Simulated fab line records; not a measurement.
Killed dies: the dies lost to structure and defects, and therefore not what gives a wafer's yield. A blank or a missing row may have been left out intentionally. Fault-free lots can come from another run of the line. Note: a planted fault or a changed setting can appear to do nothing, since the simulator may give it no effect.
fab line records	flow gf180mcu
[record] lots = 5	wafers = 15	last_day = 34
route steps=602 shown PSD@258 NSD@262 SAB@264 SALICIDE@278 CONTACT@287
lots with no fault: from the same line, run without faults
start_h: hours from the record's opening day to when the first of the lot's shown wafers began	wait_h: time in hours since the lot's previous step	" the same as in the row above	L1.1+2: one row covering several wafers at once	- no value, or no start given	* or withheld: withheld	< > ~ a bound
route shown NAME@n: names a module that has steps shown in the file, with the first one's number in the route	usual: the fault-free wafers' mean and standard deviation	same: alike in all rows	chamber/n: place in a boat	sites: each site's reading	_std_site: standard deviation across them	_edge_site: the outer-site mean with the inner-site mean subtracted	radius_mm: for every site, how far away it sits from the centre of the wafer	mask NAME#n: copy n	behind: the last tool/chamber to shape the wafer	hold: why the lot went on hold/how many hours it stayed there/how the hold came to an end	device: names the non-switching transistor (n, p or np)	end of line: at the end of the route, the tests of the same wafers	where a step has no rows: the recipe by itself	killed: not the wafer's yield, but the dies lost to structure and defects at the first sort	map: a wafer's dies, marking killed ones x, the rest . and places with no die _
set.NAME: the setting the step ran with; set.NAME@STEP: the setting that earlier step ran with	model.NAME: the simulator's own value behind a step, which no gauge read
lots at selected steps of the route; one table per step, one row per wafer
services: when a tool's chamber went out of use (start_h, in hours from the record's first day, below 0 if earlier), for how many hours, and the reason
[[steps]]
[step GF_PSD_STRIP_10]
[recipe] chemistry = O2/N2	power_w = 1400	pressure_mtorr = 1500	platen_temp_c = 250	o2_flow_sccm = 3000	n2_flow_sccm = 300	overash_fraction = 0.5
[usual] drypump_motor_current_A = 6.26/0.3	heater_power_w = 311/44	oes_product_au = 0.592/0.0044	strip_time_to_endpoint_s = 16.51/0.038
lot.wafer	tool	chamber	start_h	wait_h	drypump_motor_current_A	heater_power_w	oes_product_au	rf_hours_counter_h	strip_time_to_endpoint_s
L081.3	plasma_asher-01	1	373.34	0.1	6.11	264	0.589	-	16.48
L081.5	"	1	"	"	6.10	270	0.589	-	16.52
L081.6	"	0	"	"	6.12	344	0.586	-	16.46
L085.1	plasma_asher-03	0	413.55	0.1	6.37	283	0.593	62	16.49
L085.3	"	1	"	"	6.64	303	0.594	-	16.46
L085.6	"	1	"	"	6.64	293	0.585	-	16.48
L090.4	plasma_asher-04	0	453.21	0.1	5.78	420	0.587	-	16.58
L090.5	"	1	"	"	5.92	289	0.600	-	16.52
L090.6	"	0	"	"	5.79	426	0.595	-	16.53
L092.2	plasma_asher-03	1	473.16	0.1	6.68	297	0.583	68	16.47
L092.4	"	0	"	"	6.37	287	0.588	-	16.51
L092.5	"	0	"	"	6.38	286	0.589	-	16.49
L095.2	plasma_asher-03	1	491.01	0.1	6.57	305	0.594	70	16.51
L095.4	"	1	"	"	6.61	298	0.600	-	16.53
L095.5	"	0	"	"	6.43	286	0.601	-	16.54
[step GF_PSD_TW_MEAS_11]
[usual] PSD_TW = 3155/14
lot.wafer	tool	chamber	start_h	wait_h	PSD_TW
L081.3	film_metro-03	-	373.42	0.1	3165
L081.5	"	-	"	"	3169
L081.6	"	-	"	"	3159
L085.1	film_metro-03	-	413.65	0.1	3140
L085.3	"	-	"	"	3149
L085.6	"	-	"	"	3152
L090.4	film_metro-03	-	453.30	0.1	3182
L090.5	"	-	"	"	3161
L090.6	"	-	"	"	3160
L092.2	film_metro-02	-	473.27	0.1	3173
L092.4	"	-	"	"	3165
L092.5	"	-	"	"	3178
L095.2	film_metro-03	-	491.12	0.1	3144
L095.4	"	-	"	"	3131
L095.5	"	-	"	"	3130
[step GF_PSD_CLEAN_12]
[recipe] chemistry = SC1/SC2	mix = 1:4:20	temp_c = 70	time_s = 150	dry = n2_spin
lot.wafer	tool	chamber	start_h	wait_h
L081.3+5+6	wet_bench-04	3	373.46	0.0
L085.1+3+6	wet_bench-03	3	413.71	0.1
L090.4+5+6	wet_bench-04	1	453.33	0.0
L092.2+4+5	wet_bench-04	0	473.32	0.0
L095.2+4+5	wet_bench-01	3	491.17	0.0
[step GF_PSD_RTA_13]
[recipe] temp_c = 1025	time_s = 20	ambient = N2
[usual] lamp_power_pct = 36/3	wafer_temp_C_max = 1028.6/1.4
lot.wafer	tool	chamber	start_h	wait_h	lamp_power_pct	wafer_temp_C_max
L081.3	rtp_anneal-02	0	373.55	0.0	39	1027.4
L081.5	"	0	"	"	39	1027.5
L081.6	"	0	"	"	39	1027.3
L085.1	rtp_anneal-02	0	413.77	0.0	39	1027.1
L085.3	"	0	"	"	39	1027.3
L085.6	"	0	"	"	39	1027.8
L090.4	rtp_anneal-02	0	453.42	0.0	39	1026.5
L090.5	"	0	"	"	39	1027.5
L090.6	"	0	"	"	39	1027.8
L092.2	rtp_anneal-02	0	473.38	0.0	39	1028.0
L092.4	"	0	"	"	39	1028.3
L092.5	"	0	"	"	39	1027.9
L095.2	rtp_anneal-01	0	491.23	0.0	33	1029.8
L095.4	"	0	"	"	33	1029.6
L095.5	"	0	"	"	33	1029.4
[step GF_PSD_RS_MEAS_14]
[recipe] thk_meas_gauge = four-point-probe
[usual] NSD_RS = 46.18/0.075
lot.wafer	tool	chamber	start_h	wait_h	NSD_RS[ohm/sq]
L081.3	film_metro-02	-	373.65	0.1	46.09
L081.5	"	-	"	"	46.32
L081.6	"	-	"	"	46.18
L085.1	film_metro-04	-	413.85	0.1	46.20
L085.3	"	-	"	"	46.13
L085.6	"	-	"	"	46.19
L090.4	film_metro-02	-	453.53	0.1	46.18
L090.5	"	-	"	"	46.22
L090.6	"	-	"	"	46.23
L092.2	film_metro-04	-	473.47	0.1	46.11
L092.4	"	-	"	"	46.04
L092.5	"	-	"	"	46.15
L095.2	film_metro-04	-	491.32	0.1	46.13
L095.4	"	-	"	"	46.19
L095.5	"	-	"	"	46.18
[step GF_PSD_RS_MEAS_15]
[recipe] thk_meas_gauge = four-point-probe
[usual] PSD_RS = 108.63/0.24
lot.wafer	tool	chamber	start_h	wait_h	PSD_RS[ohm/sq]
L081.3	film_metro-02	-	373.77	0.1	108.60
L081.5	"	-	"	"	108.62
L081.6	"	-	"	"	108.62
L085.1	film_metro-04	-	413.97	0.1	108.37
L085.3	"	-	"	"	108.56
L085.6	"	-	"	"	108.22
L090.4	film_metro-02	-	453.65	0.1	108.71
L090.5	"	-	"	"	108.73
L090.6	"	-	"	"	108.63
L092.2	film_metro-04	-	473.59	0.1	108.15
L092.4	"	-	"	"	108.56
L092.5	"	-	"	"	108.63
L095.2	film_metro-04	-	491.44	0.1	108.54
L095.4	"	-	"	"	108.62
L095.5	"	-	"	"	108.25
[step GF_SAB_CVD_00]
[recipe] material = SiO2	target_thk_nm = 50	precursor = TEOS	temp_c = 400	time_s = 4.9302	rf_w = 600
[usual] heater_power_w = 631/76	susceptor_temp_C = 400.04/0.22
lot.wafer	tool	chamber	start_h	wait_h	heater_power_w	susceptor_temp_C
L081.3	pecvd-04	1	373.85	0.1	615	400.14
L081.5	"	1	"	"	608	400.08
L081.6	"	2	"	"	710	399.86
L085.1	pecvd-03	2	414.09	0.1	678	399.89
L085.3	"	1	"	"	529	400.12
L085.6	"	1	"	"	520	400.14
L090.4	pecvd-03	0	453.71	0.0	699	400.38
L090.5	"	1	"	"	521	400.03
L090.6	"	2	"	"	628	400.45
L092.2	pecvd-03	2	473.69	0.1	685	399.99
L092.4	"	0	"	"	691	400.01
L092.5	"	2	"	"	660	400.23
L095.2	pecvd-04	0	491.54	0.1	608	400.05
L095.4	"	2	"	"	679	399.70
L095.5	"	1	"	"	717	400.01
[step GF_SAB_THK_MEAS_01]
[recipe] reads = SiO2_of_SAB_CVD_00
[usual] SAB_CVD_00_THK = 50.1/0.83
lot.wafer	tool	chamber	start_h	wait_h	SAB_CVD_00_THK[nm]
L081.3	film_metro-03	-	373.89	0.0	50.1
L081.5	"	-	"	"	50.5
L081.6	"	-	"	"	49.9
L085.1	film_metro-03	-	414.11	0.0	49.5
L085.3	"	-	"	"	50.1
L085.6	"	-	"	"	50.6
L090.4	film_metro-03	-	453.75	0.0	49.6
L090.5	"	-	"	"	51.9
L090.6	"	-	"	"	51.1
L092.2	film_metro-02	-	473.72	0.0	50.4
L092.4	"	-	"	"	50.9
L092.5	"	-	"	"	51.3
L095.2	film_metro-03	-	491.57	0.0	49.9
L095.4	"	-	"	"	50.7
L095.5	"	-	"	"	50.4
[step GF_SAB_DEHYDRATE_02]
[recipe] temp_c = 200	time_s = 60
lot.wafer	tool	chamber	start_h	wait_h
L081.3+5+6	litho_track-02	0	384.80	10.9
L085.1+3+6	litho_track-04	0	425.27	11.2
L090.4+5+6	litho_track-04	0	465.80	12.0
L092.2+4+5	litho_track-04	0	485.05	11.3
L095.2+4+5	litho_track-01	0	502.68	11.1
[step GF_SAB_HMDS_03]
[recipe] prime_time_s = 60	prime_temp_c = 120
lot.wafer	tool	chamber	start_h	wait_h
L081.3+5+6	litho_track-02	0	384.95	0.1
L085.1+3+6	litho_track-04	0	425.42	0.1
L090.4+5+6	litho_track-04	0	465.95	0.1
L092.2+4+5	litho_track-04	0	485.20	0.1
L095.2+4+5	litho_track-01	0	502.83	0.1
[step GF_SAB_COAT_04]
[recipe] resist = NOVOLAK	spin_rpm = 3000	resist_thk_nm = 1000
lot.wafer	tool	chamber	start_h	wait_h
L081.3+5+6	litho_track-02	0	385.10	0.1
L085.1+3+6	litho_track-04	0	425.57	0.1
L090.4+5+6	litho_track-04	0	466.10	0.1
L092.2+4+5	litho_track-04	0	485.35	0.1
L095.2+4+5	litho_track-01	0	502.98	0.1
[step GF_SAB_SOFTBAKE_05]
[recipe] temp_c = 90	time_s = 60	resist = NOVOLAK
lot.wafer	tool	chamber	start_h	wait_h
L081.3+5+6	litho_track-02	0	385.25	0.1
L085.1+3+6	litho_track-04	0	425.72	0.1
L090.4+5+6	litho_track-04	0	466.25	0.1
L092.2+4+5	litho_track-04	0	485.50	0.1
L095.2+4+5	litho_track-01	0	503.13	0.1
[step GF_SAB_EXPOSE_06]
[recipe] mask_id = SAB	target_cd_nm = 420	na = 0.6	source_shape = conventional	sigma_outer = 0.6	dose_mj = 140
[same] sigma_outer = 0.6
lot.wafer	tool	chamber	start_h	wait_h	mask
L081.3+5+6	iline_stepper-01	0	-	-	SAB#0
L085.1+3+6	iline_stepper-01	0	-	-	SAB#0
L090.4+5+6	iline_stepper-01	0	-	-	SAB#0
L092.2+4+5	iline_stepper-01	0	-	-	SAB#0
L095.2+4+5	iline_stepper-01	0	-	-	SAB#0
[step GF_SAB_PEB_07]
[recipe] temp_c = withheld	time_s = *	resist = NOVOLAK
lot.wafer	tool	chamber	start_h	wait_h
L081.3+5+6	litho_track-02	0	-	-
L085.1+3+6	litho_track-01	0	-	-
L090.4+5+6	litho_track-04	0	-	-
L092.2+4+5	litho_track-01	0	-	-
L095.2+4+5	litho_track-01	0	-	-
[step GF_SAB_DEVELOP_08]
[recipe] develop_time_s = 60	dev_temp_c = 23
[same] develop_time_s = 60
lot.wafer	tool	chamber	start_h	wait_h
L081.3+5+6	litho_track-02	0	396.90	0.1
L085.1+3+6	litho_track-01	0	437.75	0.1
L090.4+5+6	litho_track-04	0	477.75	0.1
L092.2+4+5	litho_track-01	0	496.83	0.1
L095.2+4+5	litho_track-01	0	514.87	0.1
[step GF_SAB_CD_MEAS_09]
[recipe] target_cd_nm = 420
[usual] cd_nm = 419.5/1.9
lot.wafer	tool	chamber	start_h	wait_h	cd_nm
L081.3	cd_sem-02	-	397.04	0.1	418.4
L081.5	"	-	"	"	418.5
L081.6	"	-	"	"	416.8
L085.1	cd_sem-02	-	437.90	0.1	421.0
L085.3	"	-	"	"	422.3
L085.6	"	-	"	"	421.1
L090.4	cd_sem-01	-	477.88	0.1	418.0
L090.5	"	-	"	"	418.8
L090.6	"	-	"	"	420.4
L092.2	cd_sem-02	-	496.97	0.1	418.6
L092.4	"	-	"	"	418.2
L092.5	"	-	"	"	417.5
L095.2	cd_sem-02	-	515.02	0.1	420.3
L095.4	"	-	"	"	420.0
L095.5	"	-	"	"	420.9
[step GF_SAB_OVL_MEAS_10]
[usual] SAB_OVL = 0.6/1.3
lot.wafer	tool	chamber	start_h	wait_h	SAB_OVL[nm]
L081.3	overlay-02	-	397.13	0.1	-0.5
L081.5	"	-	"	"	0.6
L081.6	"	-	"	"	1.4
L085.1	overlay-02	-	438.02	0.1	-1.3
L085.3	"	-	"	"	0.4
L085.6	"	-	"	"	0.2
L090.4	overlay-01	-	477.96	0.1	1.2
L090.5	"	-	"	"	1.4
L090.6	"	-	"	"	-0.1
L092.2	overlay-01	-	497.08	0.1	0.5
L092.4	"	-	"	"	0.6
L092.5	"	-	"	"	0.3
L095.2	overlay-02	-	515.13	0.1	3.5
L095.4	"	-	"	"	2.9
L095.5	"	-	"	"	1.2
[step GF_SAB_ETCH_11]
[recipe] chemistry = C4F8/O2/Ar	mask_material = NOVOLAK	target = SiO2	target_depth_nm = 55	source_w = 1500	bias_w = 1200	pressure_mtorr = 40	c4f8_flow_sccm = withheld	O2_flow_sccm = 6	Ar_flow_sccm = 300	time_s = 8.5
[usual] oes_product_au = 0.992/0.013
lot.wafer	tool	chamber	start_h	wait_h	oes_product_au	rf_hours_counter_h
L081.3	rie_diel-01	1	397.15	0.0	1.007	2
L081.5	"	2	"	"	1.013	-
L081.6	"	1	"	"	1.006	-
L085.1	rie_diel-04	3	438.06	0.0	1.001	16
L085.3	"	2	"	"	0.990	5
L085.6	"	1	"	"	1.014	-
L090.4	rie_diel-02	0	477.99	0.0	0.979	-
L090.5	"	1	"	"	0.975	-
L090.6	"	3	"	"	0.976	-
L092.2	rie_diel-02	1	497.11	0.0	0.969	12
L092.4	"	0	"	"	0.972	77
L092.5	"	0	"	"	0.992	-
L095.2	rie_diel-01	3	515.16	0.0	0.994	13
L095.4	"	0	"	"	0.973	12
L095.5	"	2	"	"	0.998	-
[step GF_SAB_WET_ETCH_12]
[recipe] chemistry = dHF	target_depth_nm = 22	dry = n2_spin	target = SiO2	temp_c = 25	dilution = 100:1	time_s = 440
lot.wafer	tool	chamber	start_h	wait_h
L081.3+5+6	wet_bench-02	1	397.17	0.0
L085.1+3+6	wet_bench-04	0	438.08	0.0
L090.4+5+6	wet_bench-04	3	478.00	0.0
L092.2+4+5	wet_bench-04	2	497.13	0.0
L095.2+4+5	wet_bench-04	1	515.18	0.0
[step GF_SAB_STRIP_13]
[recipe] chemistry = O2/N2	power_w = 1400	pressure_mtorr = 1500	platen_temp_c = 250	o2_flow_sccm = 3094	n2_flow_sccm = 300	overash_fraction = 0.5
[usual] drypump_motor_current_A = 6.1/0.39	heater_power_w = 313/31	oes_product_au = 0.710/0.0042	strip_time_to_endpoint_s = 12.59/0.037
lot.wafer	tool	chamber	start_h	wait_h	drypump_motor_current_A	heater_power_w	oes_product_au	rf_hours_counter_h	strip_time_to_endpoint_s
L081.3	plasma_asher-03	1	397.34	0.0	6.6	299	0.709	-	12.54
L081.5	"	1	"	"	6.6	298	0.698	-	12.56
L081.6	"	0	"	"	6.4	290	0.711	-	12.57
L085.1	plasma_asher-03	0	438.21	0.0	6.4	290	0.708	65	12.61
L085.3	"	1	"	"	6.6	299	0.711	-	12.62
L085.6	"	1	"	"	6.6	301	0.712	-	12.63
L090.4	plasma_asher-02	1	478.16	0.0	5.3	358	0.706	-	12.64
L090.5	"	1	"	"	5.3	369	0.711	-	12.58
L090.6	"	0	"	"	6.1	331	0.712	-	12.56
L092.2	plasma_asher-03	0	497.26	0.0	6.4	283	0.717	71	12.66
L092.4	"	1	"	"	6.6	295	0.717	-	12.64
L092.5	"	0	"	"	6.4	294	0.712	-	12.61
L095.2	plasma_asher-02	1	515.31	0.0	5.3	369	0.706	40	12.56
L095.4	"	0	"	"	6.1	324	0.711	-	12.54
L095.5	"	0	"	"	6.1	322	0.724	-	12.59
[step GF_SALICIDE_CLEAN_00]
[recipe] chemistry = SC1/SC2	mix = 1:4:20	temp_c = 70	time_s = 150
lot.wafer	tool	chamber	start_h	wait_h
L081.3+5+6	wet_bench-01	0	397.41	0.0
L085.1+3+6	wet_bench-02	1	438.31	0.1
L090.4+5+6	wet_bench-01	1	478.23	0.0
L092.2+4+5	wet_bench-01	1	497.36	0.1
L095.2+4+5	wet_bench-02	1	515.41	0.1
[step GF_SALICIDE_WET_ETCH_01]
[recipe] chemistry = dHF	target_depth_nm = 5	dry = ipa_marangoni	target = SiO2	temp_c = 25	dilution = 100:1	time_s = 100
lot.wafer	tool	chamber	start_h	wait_h
L081.3+5+6	wet_bench-04	1	397.46	0.0
L085.1+3+6	wet_bench-04	3	438.36	0.0
L090.4+5+6	wet_bench-04	3	478.29	0.0
L092.2+4+5	wet_bench-02	0	497.41	0.0
L095.2+4+5	wet_bench-04	2	515.46	0.0
[step GF_SALICIDE_SPUTTER_02]
[recipe] material = Co	target_thk_nm = 10	power_w = 1000	time_s = 20	chamber_pressure_pa = 0.4
[usual] chamber_pressure_pa = 0.4001/0.00079	throttle_valve_pct = 29.6/0.78
lot.wafer	tool	chamber	start_h	wait_h	chamber_pressure_pa	throttle_valve_pct
L081.3	pvd_sputter-04	-	397.49	0.0	0.4007	28.5
L081.5	"	-	"	"	0.4013	29.8
L081.6	"	-	"	"	0.4007	30.0
L085.1	pvd_sputter-04	-	438.39	0.0	0.4000	29.5
L085.3	"	-	"	"	0.4017	28.9
L085.6	"	-	"	"	0.4006	28.8
L090.4	pvd_sputter-01	-	478.32	0.0	0.4013	29.8
L090.5	"	-	"	"	0.3994	30.4
L090.6	"	-	"	"	0.3995	29.7
L092.2	pvd_sputter-03	-	497.45	0.0	0.3994	28.1
L092.4	"	-	"	"	0.3993	29.1
L092.5	"	-	"	"	0.4003	29.0
L095.2	pvd_sputter-03	-	515.50	0.0	0.4005	29.3
L095.4	"	-	"	"	0.3992	28.3
L095.5	"	-	"	"	0.4004	28.1
[step GF_SALICIDE_SPUTTER_03]
[recipe] material = TiN	target_thk_nm = 20	power_w = 6500	time_s = 16.7	chamber_pressure_pa = 0.4
[usual] chamber_pressure_pa = 0.3999/0.0009	throttle_valve_pct = 29.6/0.81
lot.wafer	tool	chamber	start_h	wait_h	chamber_pressure_pa	throttle_valve_pct
L081.3	pvd_sputter-04	-	397.52	0.0	0.3997	28.9
L081.5	"	-	"	"	0.3999	29.6
L081.6	"	-	"	"	0.4021	30.0
L085.1	pvd_sputter-04	-	438.42	0.0	0.3999	29.4
L085.3	"	-	"	"	0.4014	28.8
L085.6	"	-	"	"	0.3988	28.6
L090.4	pvd_sputter-01	-	478.35	0.0	0.4007	30.0
L090.5	"	-	"	"	0.3999	30.2
L090.6	"	-	"	"	0.3997	29.9
L092.2	pvd_sputter-03	-	497.48	0.0	0.3999	28.5
L092.4	"	-	"	"	0.3990	29.1
L092.5	"	-	"	"	0.3997	29.1
L095.2	pvd_sputter-03	-	515.53	0.0	0.4008	29.4
L095.4	"	-	"	"	0.4013	28.7
L095.5	"	-	"	"	0.4006	28.3
[step GF_SALICIDE_RS_MEAS_04]
[recipe] thk_meas_gauge = four-point-probe	reads = TiN_of_SALICIDE_SPUTTER_03+Co_of_SALICIDE_SPUTTER_02
[usual] SALICIDE_TIN_RS = 16.3/0.35
lot.wafer	tool	chamber	start_h	wait_h	SALICIDE_TIN_RS[ohm/sq]
L081.3	film_metro-04	-	397.59	0.1	15.9
L081.5	"	-	"	"	16.1
L081.6	"	-	"	"	15.8
L085.1	film_metro-01	-	438.45	0.0	16.4
L085.3	"	-	"	"	16.8
L085.6	"	-	"	"	16.1
L090.4	film_metro-04	-	478.44	0.1	16.9
L090.5	"	-	"	"	16.8
L090.6	"	-	"	"	16.6
L092.2	film_metro-01	-	497.53	0.0	16.1
L092.4	"	-	"	"	16.4
L092.5	"	-	"	"	16.6
L095.2	film_metro-01	-	515.57	0.0	16.6
L095.4	"	-	"	"	16.1
L095.5	"	-	"	"	16.2
[step GF_SALICIDE_THK_MEAS_05]
[recipe] thk_meas_gauge = xrf	reads = TiN_of_SALICIDE_SPUTTER_03
[usual] SALICIDE_TIN_THK = 20.12/0.29
lot.wafer	tool	chamber	start_h	wait_h	SALICIDE_TIN_THK[nm]
L081.3	film_metro-04	-	397.69	0.1	20.07
L081.5	"	-	"	"	20.13
L081.6	"	-	"	"	20.31
L085.1	film_metro-01	-	438.57	0.1	20.66
L085.3	"	-	"	"	20.26
L085.6	"	-	"	"	20.50
L090.4	film_metro-04	-	478.53	0.1	20.35
L090.5	"	-	"	"	20.22
L090.6	"	-	"	"	20.19
L092.2	film_metro-01	-	497.64	0.1	20.09
L092.4	"	-	"	"	20.13
L092.5	"	-	"	"	20.11
L095.2	film_metro-01	-	515.68	0.1	20.11
L095.4	"	-	"	"	20.04
L095.5	"	-	"	"	20.06
[step GF_SALICIDE_RTA_06]
[recipe] temp_c = 530	time_s = 30	ambient = N2
[usual] lamp_power_pct = 6.5/0.56	wafer_temp_C_max = 531.9/0.71
lot.wafer	tool	chamber	start_h	wait_h	lamp_power_pct	wafer_temp_C_max
L081.3	rtp_anneal-02	0	397.76	0.1	7.0	531.2
L081.5	"	0	"	"	7.0	531.5
L081.6	"	0	"	"	7.0	531.1
L085.1	rtp_anneal-01	0	438.63	0.1	5.9	531.7
L085.3	"	0	"	"	5.9	531.7
L085.6	"	0	"	"	5.9	532.3
L090.4	rtp_anneal-02	0	478.61	0.1	7.0	531.1
L090.5	"	0	"	"	7.0	531.4
L090.6	"	0	"	"	7.0	530.4
L092.2	rtp_anneal-02	0	497.71	0.1	7.0	530.9
L092.4	"	0	"	"	7.0	531.6
L092.5	"	0	"	"	7.0	531.8
L095.2	rtp_anneal-01	0	515.75	0.1	5.9	532.5
L095.4	"	0	"	"	5.9	532.6
L095.5	"	0	"	"	5.9	532.8
[step GF_SALICIDE_WET_ETCH_07]
[recipe] chemistry = SPM	target_depth_nm = 120	dry = n2_spin
lot.wafer	tool	chamber	start_h	wait_h
L081.3+5+6	wet_bench-02	3	397.83	0.1
L085.1+3+6	wet_bench-04	1	438.73	0.1
L090.4+5+6	wet_bench-02	3	478.66	0.0
L092.2+4+5	wet_bench-04	1	497.79	0.1
L095.2+4+5	wet_bench-01	0	515.83	0.1
[step GF_SALICIDE_RTA_08]
[recipe] temp_c = 800	time_s = 30	ambient = N2
[usual] lamp_power_pct = 18.0/1.6	wafer_temp_C_max = 802.8/0.99
lot.wafer	tool	chamber	start_h	wait_h	lamp_power_pct	wafer_temp_C_max
L081.3	rtp_anneal-01	0	397.95	0.0	16.4	803.0
L081.5	"	0	"	"	16.4	802.9
L081.6	"	0	"	"	16.4	803.5
L085.1	rtp_anneal-02	0	438.82	0.0	19.5	802.0
L085.3	"	0	"	"	19.5	802.8
L085.6	"	0	"	"	19.5	801.9
L090.4	rtp_anneal-01	0	478.80	0.1	16.4	803.4
L090.5	"	0	"	"	16.4	803.0
L090.6	"	0	"	"	16.4	803.8
L092.2	rtp_anneal-01	0	497.90	0.0	16.4	803.1
L092.4	"	0	"	"	16.4	804.7
L092.5	"	0	"	"	16.4	803.8
L095.2	rtp_anneal-02	0	515.95	0.0	19.5	802.8
L095.4	"	0	"	"	19.5	802.4
L095.5	"	0	"	"	19.5	802.2
[step GF_CONTACT_CVD_00]
[recipe] material = SiO2	target_thk_nm = 300	sigma_open_frac = 0.3	temp_c = 400	time_s = 50	sih4_flow_sccm = 60	pressure_mtorr = 6
[usual] sih4_flow_sccm = 60.00/0.18	susceptor_temp_C = 400.01/0.22
lot.wafer	tool	chamber	start_h	wait_h	sih4_flow_sccm	susceptor_temp_C
L081.3	hdpcvd-02	1	398.02	0.1	59.98	399.70
L081.5	"	2	"	"	60.30	399.82
L081.6	"	0	"	"	60.22	400.32
L085.1	hdpcvd-02	2	438.92	0.1	59.95	399.89
L085.3	"	0	"	"	60.04	400.25
L085.6	"	1	"	"	60.16	399.72
L090.4	hdpcvd-02	1	478.87	0.1	59.80	400.11
L090.5	"	2	"	"	60.36	400.13
L090.6	"	0	"	"	60.00	400.21
L092.2	hdpcvd-01	2	497.98	0.1	60.02	400.17
L092.4	"	0	"	"	60.00	400.13
L092.5	"	2	"	"	60.18	400.10
L095.2	hdpcvd-01	2	516.03	0.1	60.34	399.97
L095.4	"	2	"	"	60.26	399.88
L095.5	"	1	"	"	59.73	399.99
[step GF_CONTACT_THK_MEAS_01]
[recipe] reads = SiO2_of_CONTACT_CVD_00
[usual] CONTACT_CVD_00_THK = 300/3.4
lot.wafer	tool	chamber	start_h	wait_h	CONTACT_CVD_00_THK[nm]
L081.3	film_metro-01	-	398.08	0.0	297
L081.5	"	-	"	"	295
L081.6	"	-	"	"	301
L085.1	film_metro-04	-	438.96	0.0	301
L085.3	"	-	"	"	303
L085.6	"	-	"	"	300
L090.4	film_metro-01	-	478.92	0.0	296
L090.5	"	-	"	"	293
L090.6	"	-	"	"	301
L092.2	film_metro-01	-	498.04	0.0	300
L092.4	"	-	"	"	302
L092.5	"	-	"	"	303
L095.2	film_metro-04	-	516.09	0.0	301
L095.4	"	-	"	"	302
L095.5	"	-	"	"	301
[step GF_CONTACT_CVD_02]
[recipe] material = SiO2	target_thk_nm = 860	precursor = TEOS	temp_c = 400	time_s = 95.992	rf_w = 600
[usual] heater_power_w = 649/120	susceptor_temp_C = 400.01/0.22
lot.wafer	tool	chamber	start_h	wait_h	heater_power_w	susceptor_temp_C
L081.3	pecvd-01	1	398.12	0.0	577	400.02
L081.5	"	2	"	"	559	399.94
L081.6	"	1	"	"	619	399.75
L085.1	pecvd-02	1	439.02	0.1	467	399.56
L085.3	"	0	"	"	711	399.75
L085.6	"	0	"	"	744	399.98
L090.4	pecvd-02	2	478.99	0.1	580	399.68
L090.5	"	1	"	"	463	399.94
L090.6	"	0	"	"	698	400.15
L092.2	pecvd-01	0	498.09	0.0	848	400.26
L092.4	"	0	"	"	925	400.16
L092.5	"	1	"	"	579	399.70
L095.2	pecvd-01	2	516.14	0.0	663	399.86
L095.4	"	1	"	"	572	399.87
L095.5	"	2	"	"	683	399.83
[step GF_CONTACT_THK_MEAS_03]
[recipe] reads = SiO2_of_CONTACT_CVD_02
[usual] CONTACT_CVD_02_THK = 858/13
lot.wafer	tool	chamber	start_h	wait_h	CONTACT_CVD_02_THK[nm]
L081.3	film_metro-04	-	398.21	0.1	848
L081.5	"	-	"	"	873
L081.6	"	-	"	"	871
L085.1	film_metro-01	-	439.09	0.0	857
L085.3	"	-	"	"	844
L085.6	"	-	"	"	857
L090.4	film_metro-04	-	479.05	0.0	868
L090.5	"	-	"	"	882
L090.6	"	-	"	"	873
L092.2	film_metro-04	-	498.20	0.1	856
L092.4	"	-	"	"	875
L092.5	"	-	"	"	870
L095.2	film_metro-02	-	516.22	0.0	853
L095.4	"	-	"	"	867
L095.5	"	-	"	"	877
[step GF_CONTACT_CMP_04]
[recipe] material = SiO2	down_force_psi = 4	platen_rpm = 60	pad_velocity_m_s = 0.94248
[usual] motor_current_A = 11.9/1.6	time_to_endpoint_s = 109/6.2
lot.wafer	tool	chamber	start_h	wait_h	motor_current_A	time_to_endpoint_s
L081.3	cmp-01	2	398.35	0.1	10.8	105
L081.5	"	0	"	"	11.5	116
L081.6	"	1	"	"	10.0	112
L085.1	cmp-02	1	439.20	0.1	11.6	106
L085.3	"	3	"	"	15.3	108
L085.6	"	0	"	"	10.8	109
L090.4	cmp-02	0	479.08	0.0	11.4	112
L090.6	"	0	"	"	11.5	114
L090.5	"	1	"	"	11.4	115
L092.2	cmp-02	2	498.25	0.0	13.0	108
L092.4	"	3	"	"	15.3	114
L092.5	"	3	"	"	15.0	114
L095.4	cmp-02	0	516.29	0.0	10.9	108
L095.2	"	2	"	"	13.7	109
L095.5	"	0	"	"	10.9	113
[step GF_CONTACT_BOW_MEAS_05]
[recipe] mode = bow
[usual] CONTACT_BOW = 64/6.3
lot.wafer	tool	chamber	start_h	wait_h	CONTACT_BOW[um]
L081.3	film_metro-04	-	398.59	0.2	58
L081.5	"	-	"	"	64
L081.6	"	-	"	"	58
L085.1	film_metro-02	-	439.45	0.2	67
L085.3	"	-	"	"	67
L085.6	"	-	"	"	64
L090.4	film_metro-04	-	479.44	0.3	65
L090.5	"	-	"	"	74
L090.6	"	-	"	"	58
L092.2	film_metro-01	-	498.57	0.3	67
L092.4	"	-	"	"	72
L092.5	"	-	"	"	79
L095.2	film_metro-04	-	516.61	0.2	62
L095.4	"	-	"	"	67
L095.5	"	-	"	"	66
[[services]]
tool	chamber	start_h	hours	kind
rie_diel-01	0	352.03	6.1	repair
rie_diel-02	-	353.83	0.7	repair
pecvd-04	-	358.01	1.6	repair
rie_diel-02	2	361.86	132.0	repair
pecvd-01	-	368.63	2.1	repair
pecvd-03	-	368.88	14.0	pm
pecvd-02	1	373.43	9.3	repair
rie_diel-01	3	379.40	4.3	repair
pecvd-04	-	381.07	0.7	repair
pvd_sputter-01	-	392.43	2.8	repair
pecvd-01	-	396.89	0.6	repair
pvd_sputter-03	-	402.42	23.9	repair
pvd_sputter-04	-	402.93	3.2	repair
cmp-02	-	404.00	4.0	pm
rie_diel-01	1	418.27	3.1	repair
pecvd-01	2	484.24	19.1	repair
cmp-02	-	486.76	4.5	pm
iline_stepper-01	-	491.10	8.9	pm
pecvd-01	-	492.83	2.6	repair
pvd_sputter-03	-	497.74	0.7	repair
pvd_sputter-03	-	499.97	1.3	repair
pecvd-01	-	503.82	5.5	pm
iline_stepper-01	-	504.12	1.7	pm
pvd_sputter-04	-	509.58	9.4	repair
[[key]]
fault none
